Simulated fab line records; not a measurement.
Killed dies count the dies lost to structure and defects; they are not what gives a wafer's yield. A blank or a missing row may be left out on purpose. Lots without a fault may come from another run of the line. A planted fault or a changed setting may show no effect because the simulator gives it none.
The tool behind it: which one? || flow sky130 || Sampling: 13 lots, 39 wafers, 4 of 708 route steps

WHAT THE GAUGES SHOWED, per wafer
SKY_VIA4_THK_MEAS_01.
{"lot": "L917", "measured": "day 42 03:49", "on": "film_metro-03", "VIA4_HDPCVD_THK (nm)": "1747 1732 1740"}
{"lot": "L918", "measured": "day 42 06:16", "on": "film_metro-03", "VIA4_HDPCVD_THK (nm)": "1744 1733 1742"}
{"lot": "L919", "measured": "day 42 17:30", "on": "film_metro-03", "VIA4_HDPCVD_THK (nm)": "1745 1726 1730"}
{"lot": "L920", "measured": "day 43 00:35", "on": "film_metro-01", "VIA4_HDPCVD_THK (nm)": "1737 1734 1747"}
{"lot": "L921", "measured": "day 43 00:58", "on": "film_metro-03", "VIA4_HDPCVD_THK (nm)": "1738 1745 1729"}
{"lot": "L922", "measured": "day 43 03:41", "on": "film_metro-02", "VIA4_HDPCVD_THK (nm)": "1773 1762 1765"}
{"lot": "L923", "measured": "day 43 16:46", "on": "film_metro-03", "VIA4_HDPCVD_THK (nm)": "1757 1748 1727"}
{"lot": "L926", "measured": "day 44 05:43", "on": "film_metro-01", "VIA4_HDPCVD_THK (nm)": "1747 1714 1749"}
{"lot": "L931", "measured": "day 45 14:31", "on": "film_metro-01", "VIA4_HDPCVD_THK (nm)": "1774 1766 1783"}
{"lot": "L932", "measured": "day 45 17:27", "on": "film_metro-02", "VIA4_HDPCVD_THK (nm)": "1766 1769 1805"}
{"lot": "L934", "measured": "day 46 07:04", "on": "film_metro-01", "VIA4_HDPCVD_THK (nm)": "1768 1746 1753"}
{"lot": "L937", "measured": "day 47 06:29", "on": "film_metro-01", "VIA4_HDPCVD_THK (nm)": "1755 1751 1748"}
{"lot": "L938", "measured": "day 47 10:36", "on": "film_metro-01", "VIA4_HDPCVD_THK (nm)": "1765 1710 1740"}

SKY_PASSIVATION_THK_MEAS_03.
{"lot": "L917", "measured": "day 44 05:00", "on": "film_metro-03", "PASSIVATION_CVD_02_THK (nm)": "537 542 546"}
{"lot": "L918", "measured": "day 44 07:52", "on": "film_metro-04", "PASSIVATION_CVD_02_THK (nm)": "530 542 543"}
{"lot": "L919", "measured": "day 44 18:31", "on": "film_metro-02", "PASSIVATION_CVD_02_THK (nm)": "541 546 547"}
{"lot": "L920", "measured": "day 45 00:46", "on": "film_metro-02", "PASSIVATION_CVD_02_THK (nm)": "545 538 551"}
{"lot": "L921", "measured": "day 45 01:08", "on": "film_metro-04", "PASSIVATION_CVD_02_THK (nm)": "529 536 539"}
{"lot": "L922", "measured": "day 45 03:11", "on": "film_metro-04", "PASSIVATION_CVD_02_THK (nm)": "538 550 547"}
{"lot": "L923", "measured": "day 45 16:04", "on": "film_metro-04", "PASSIVATION_CVD_02_THK (nm)": "543 536 546"}
{"lot": "L926", "measured": "day 46 04:02", "on": "film_metro-03", "PASSIVATION_CVD_02_THK (nm)": "543 542 551"}
{"lot": "L931", "measured": "day 47 10:35", "on": "film_metro-02", "PASSIVATION_CVD_02_THK (nm)": "533 533 537"}
{"lot": "L932", "measured": "day 47 13:52", "on": "film_metro-03", "PASSIVATION_CVD_02_THK (nm)": "536 539 548"}
{"lot": "L934", "measured": "day 48 02:58", "on": "film_metro-02", "PASSIVATION_CVD_02_THK (nm)": "542 540 561"}
{"lot": "L937", "measured": "day 48 22:50", "on": "film_metro-03", "PASSIVATION_CVD_02_THK (nm)": "529 540 542"}
{"lot": "L938", "measured": "day 49 02:49", "on": "film_metro-04", "PASSIVATION_CVD_02_THK (nm)": "542 540 544"}

WHICH TOOL RAN EACH LOT (tool, then ch and the chambers of the sampled wafers, then the start)
{"lot": "L917", "SKY_LOCAL_INTERCONNECT_METAL_ETCH_14": "rie_metal-04 ch 0,1, day 30 15:58", "SKY_METAL5_STRIP_16": "plasma_asher-04 ch 0,1, day 44 03:57"}
{"lot": "L918", "SKY_LOCAL_INTERCONNECT_METAL_ETCH_14": "rie_metal-04 ch 0,1, day 30 23:29", "SKY_METAL5_STRIP_16": "plasma_asher-04 ch 0,1, day 44 06:54"}
{"lot": "L919", "SKY_LOCAL_INTERCONNECT_METAL_ETCH_14": "rie_metal-04 ch 0,1, day 31 10:54", "SKY_METAL5_STRIP_16": "plasma_asher-01 ch 0,1, day 44 17:36"}
{"lot": "L920", "SKY_LOCAL_INTERCONNECT_METAL_ETCH_14": "rie_metal-01 ch 0,1, day 31 18:23", "SKY_METAL5_STRIP_16": "plasma_asher-01 ch 0,1, day 44 23:52"}
{"lot": "L921", "SKY_LOCAL_INTERCONNECT_METAL_ETCH_14": "rie_metal-04 ch 0,1, day 31 19:23", "SKY_METAL5_STRIP_16": "plasma_asher-04 ch 0,1, day 45 00:13"}
{"lot": "L922", "SKY_LOCAL_INTERCONNECT_METAL_ETCH_14": "rie_metal-02 ch 0,1, day 31 22:52", "SKY_METAL5_STRIP_16": "plasma_asher-01 ch 0,1, day 45 02:16"}
{"lot": "L923", "SKY_LOCAL_INTERCONNECT_METAL_ETCH_14": "rie_metal-02 ch 0, day 32 15:10", "SKY_METAL5_STRIP_16": "plasma_asher-04 ch 1, day 45 15:07"}
{"lot": "L926", "SKY_LOCAL_INTERCONNECT_METAL_ETCH_14": "rie_metal-01 ch 0,1, day 33 04:26", "SKY_METAL5_STRIP_16": "plasma_asher-01 ch 1, day 46 03:08"}
{"lot": "L931", "SKY_LOCAL_INTERCONNECT_METAL_ETCH_14": "rie_metal-01 ch 0,1, day 34 23:16", "SKY_METAL5_STRIP_16": "plasma_asher-04 ch 0,1, day 47 09:42"}
{"lot": "L932", "SKY_LOCAL_INTERCONNECT_METAL_ETCH_14": "rie_metal-01 ch 0,1, day 35 03:02", "SKY_METAL5_STRIP_16": "plasma_asher-01 ch 0,1, day 47 12:53"}
{"lot": "L934", "SKY_LOCAL_INTERCONNECT_METAL_ETCH_14": "rie_metal-01 ch 0,1, day 35 18:59", "SKY_METAL5_STRIP_16": "plasma_asher-01 ch 0,1, day 48 02:01"}
{"lot": "L937", "SKY_LOCAL_INTERCONNECT_METAL_ETCH_14": "rie_metal-02 ch 0,1, day 36 20:53", "SKY_METAL5_STRIP_16": "plasma_asher-04 ch 0,1, day 48 21:56"}
{"lot": "L938", "SKY_LOCAL_INTERCONNECT_METAL_ETCH_14": "rie_metal-02 ch 0,1, day 37 02:17", "SKY_METAL5_STRIP_16": "plasma_asher-04 ch 0,1, day 49 01:47"}
- SKY_LOCAL_INTERCONNECT_METAL_ETCH_14: etches TiN in Cl2/BCl3, stops on PSG, target depth 110 nm, time 31.4 s.
- SKY_METAL5_STRIP_16: strips in O2/N2.

WHAT THE TOOLS THEMSELVES READ (means of the sampled wafers that have a number; where no wafer has one, the mark that the record gives instead)
SKY_LOCAL_INTERCONNECT_METAL_ETCH_14.
{"lot": "L917", "tool": "rie_metal-04", "drypump_motor_current_A (A)": 5.7, "oes_product_au (a.u.)": 0.934, "throttle_valve_pct (%)": 21.907}
{"lot": "L918", "tool": "rie_metal-04", "drypump_motor_current_A (A)": 5.8, "oes_product_au (a.u.)": 0.943, "throttle_valve_pct (%)": 21.896}
{"lot": "L919", "tool": "rie_metal-04", "drypump_motor_current_A (A)": 5.6, "oes_product_au (a.u.)": 0.941, "throttle_valve_pct (%)": 21.892}
{"lot": "L920", "tool": "rie_metal-01", "drypump_motor_current_A (A)": 6.6, "oes_product_au (a.u.)": 0.949, "throttle_valve_pct (%)": 21.913}
{"lot": "L921", "tool": "rie_metal-04", "drypump_motor_current_A (A)": 5.6, "oes_product_au (a.u.)": 0.946, "throttle_valve_pct (%)": 21.902}
{"lot": "L922", "tool": "rie_metal-02", "drypump_motor_current_A (A)": 5.9, "oes_product_au (a.u.)": 0.940, "throttle_valve_pct (%)": 21.907}
{"lot": "L923", "tool": "rie_metal-02", "drypump_motor_current_A (A)": 6.0, "oes_product_au (a.u.)": 0.951, "throttle_valve_pct (%)": 21.889}
{"lot": "L926", "tool": "rie_metal-01", "drypump_motor_current_A (A)": 6.6, "oes_product_au (a.u.)": 0.957, "throttle_valve_pct (%)": 21.899}
{"lot": "L931", "tool": "rie_metal-01", "drypump_motor_current_A (A)": 6.6, "oes_product_au (a.u.)": 0.932, "throttle_valve_pct (%)": 21.899}
{"lot": "L932", "tool": "rie_metal-01", "drypump_motor_current_A (A)": 6.6, "oes_product_au (a.u.)": 0.943, "throttle_valve_pct (%)": 21.894}
{"lot": "L934", "tool": "rie_metal-01", "drypump_motor_current_A (A)": 6.6, "oes_product_au (a.u.)": 0.938, "throttle_valve_pct (%)": 21.904}
{"lot": "L937", "tool": "rie_metal-02", "drypump_motor_current_A (A)": 5.9, "oes_product_au (a.u.)": 0.939, "throttle_valve_pct (%)": 21.893}
{"lot": "L938", "tool": "rie_metal-02", "drypump_motor_current_A (A)": 5.9, "oes_product_au (a.u.)": 0.943, "throttle_valve_pct (%)": 21.895}

SKY_METAL5_STRIP_16.
{"lot": "L917", "tool": "plasma_asher-04", "drypump_motor_current_A (A)": 5.60, "oes_product_au (a.u.)": 0.712, "strip_time_to_endpoint_s (s)": 13.04}
{"lot": "L918", "tool": "plasma_asher-04", "drypump_motor_current_A (A)": 5.41, "oes_product_au (a.u.)": 0.713, "strip_time_to_endpoint_s (s)": 13.01}
{"lot": "L919", "tool": "plasma_asher-01", "drypump_motor_current_A (A)": 5.72, "oes_product_au (a.u.)": 0.708, "strip_time_to_endpoint_s (s)": 13.13}
{"lot": "L920", "tool": "plasma_asher-01", "drypump_motor_current_A (A)": 5.71, "oes_product_au (a.u.)": 0.711, "strip_time_to_endpoint_s (s)": 13.05}
{"lot": "L921", "tool": "plasma_asher-04", "drypump_motor_current_A (A)": 5.58, "oes_product_au (a.u.)": 0.713, "strip_time_to_endpoint_s (s)": 13.03}
{"lot": "L922", "tool": "plasma_asher-01", "drypump_motor_current_A (A)": 5.72, "oes_product_au (a.u.)": 0.708, "strip_time_to_endpoint_s (s)": 13.21}
{"lot": "L923", "tool": "plasma_asher-04", "drypump_motor_current_A (A)": 5.27, "oes_product_au (a.u.)": 0.711, "strip_time_to_endpoint_s (s)": 13.15}
{"lot": "L926", "tool": "plasma_asher-01", "drypump_motor_current_A (A)": 6.02, "oes_product_au (a.u.)": 0.708, "strip_time_to_endpoint_s (s)": 12.95}
{"lot": "L931", "tool": "plasma_asher-04", "drypump_motor_current_A (A)": 5.42, "oes_product_au (a.u.)": 0.709, "strip_time_to_endpoint_s (s)": 13.01}
{"lot": "L932", "tool": "plasma_asher-01", "drypump_motor_current_A (A)": 5.71, "oes_product_au (a.u.)": 0.706, "strip_time_to_endpoint_s (s)": 13.07}
{"lot": "L934", "tool": "plasma_asher-01", "drypump_motor_current_A (A)": 5.86, "oes_product_au (a.u.)": 0.709, "strip_time_to_endpoint_s (s)": 12.80}
{"lot": "L937", "tool": "plasma_asher-04", "drypump_motor_current_A (A)": 5.41, "oes_product_au (a.u.)": 0.712, "strip_time_to_endpoint_s (s)": 13.12}
{"lot": "L938", "tool": "plasma_asher-04", "drypump_motor_current_A (A)": 5.57, "oes_product_au (a.u.)": 0.713, "strip_time_to_endpoint_s (s)": 12.91}

THE ANSWER, worked out from the rows above alone
Rule: what is usual is taken from the lots themselves. The widest of any qualifying gaps counts: lots, ordered by their means at a reading, are off when they make up no more than a third of the lots, leave a main group of 4 or more, and stand apart from it by 3 or more times the standard deviation of that group's means. A main group is skipped when, at the precision printed for the reading in the tables above, its means are all equal. Also off: a lot with no number at a reading for which 4 or more lots have one. Where the step has rows for the other lots, those lots are counted as sound. First the gauges in route order, then the tools' own readings, where a lot's mean is used as printed above. At the first step where some lot is off, the reading lying furthest off is the one used; lots without a number count as furthest.
No lot is off at any reading shown: from this, nothing can be told.

WHAT THE SIMULATOR PUT IN
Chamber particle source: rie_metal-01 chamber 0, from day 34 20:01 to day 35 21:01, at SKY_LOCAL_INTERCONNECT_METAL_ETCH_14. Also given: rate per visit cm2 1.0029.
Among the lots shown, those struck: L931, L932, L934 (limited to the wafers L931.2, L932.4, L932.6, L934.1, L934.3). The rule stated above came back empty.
